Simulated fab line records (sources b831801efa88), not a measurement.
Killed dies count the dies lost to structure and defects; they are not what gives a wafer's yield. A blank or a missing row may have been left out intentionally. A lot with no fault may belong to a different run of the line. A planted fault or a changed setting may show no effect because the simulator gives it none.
Which tool was responsible?    flow sky130    7 lots with 21 wafers sampled at 4 steps, on a route of 708 steps

## WHAT THE GAUGES SHOWED, per wafer
SKY_VIA3_THK_MEAS_01.
lot   measured      on             VIA3_HDPCVD_THK (nm)
L696  day 39 02:10  film_metro-04  1674 1646 1670
L701  day 40 14:42  film_metro-04  1673 1611 1658
L704  day 41 09:09  film_metro-04  1630 1643 1622
L707  day 42 10:50  film_metro-03  1647 1671 1673
L717  day 45 12:47  film_metro-03  1627 1658 1647

## WHICH TOOL RAN EACH LOT (tool, then ch and the chambers of the sampled wafers, then the start)
lot   SKY_NWELL_OXIDATION_01        SKY_VIA2_SPUTTER_20           SKY_CAPM_SPUTTER_02
L696  furnace-02 ch 0, day 2 19:10  pvd_sputter-04, day 36 19:24  pvd_sputter-04, day 36 20:19
L701  furnace-02 ch 0, day 3 20:15  pvd_sputter-04, day 38 09:55  pvd_sputter-04, day 38 10:49
L704  furnace-01 ch 0, day 4 12:17  pvd_sputter-02, day 39 04:33  pvd_sputter-04, day 39 05:28
L707  furnace-02 ch 0, day 4 23:55  pvd_sputter-02, day 40 08:07  pvd_sputter-03, day 40 09:02
L712  furnace-02, day 6 04:01       -                             -
L714  furnace-01, day 6 17:39       -                             -
L717  furnace-01 ch 0, day 7 05:46  pvd_sputter-04, day 43 11:46  pvd_sputter-04, day 43 14:09
- SKY_NWELL_OXIDATION_01: stabilise 600 s, purge 300 s, target thk 10 nm.
- SKY_VIA2_SPUTTER_20: material TiN, target thk 20 nm, time 80 s.
- SKY_CAPM_SPUTTER_02: material TiN, target thk 200 nm, time 166.7 s.

## THE ANSWER, worked out from the rows above alone
Rule: the lots themselves supply what counts as usual. Put in order of their means at a reading, lots are off if they are a third of the lots or fewer, leave a main group of 4 or more, and stand apart from it by a gap of 3 or more times the standard deviation of the main group's means; of several such gaps the widest counts. If all means in a main group match to the digits the tables above print for the reading, that group is not used. A lot without any number at a reading at which 4 lots or more have one is off too. All remaining lots with rows at the step are treated as sound.
None of the lots is off at any reading shown; this tells nothing.

## WHAT THE SIMULATOR HAD INSERTED
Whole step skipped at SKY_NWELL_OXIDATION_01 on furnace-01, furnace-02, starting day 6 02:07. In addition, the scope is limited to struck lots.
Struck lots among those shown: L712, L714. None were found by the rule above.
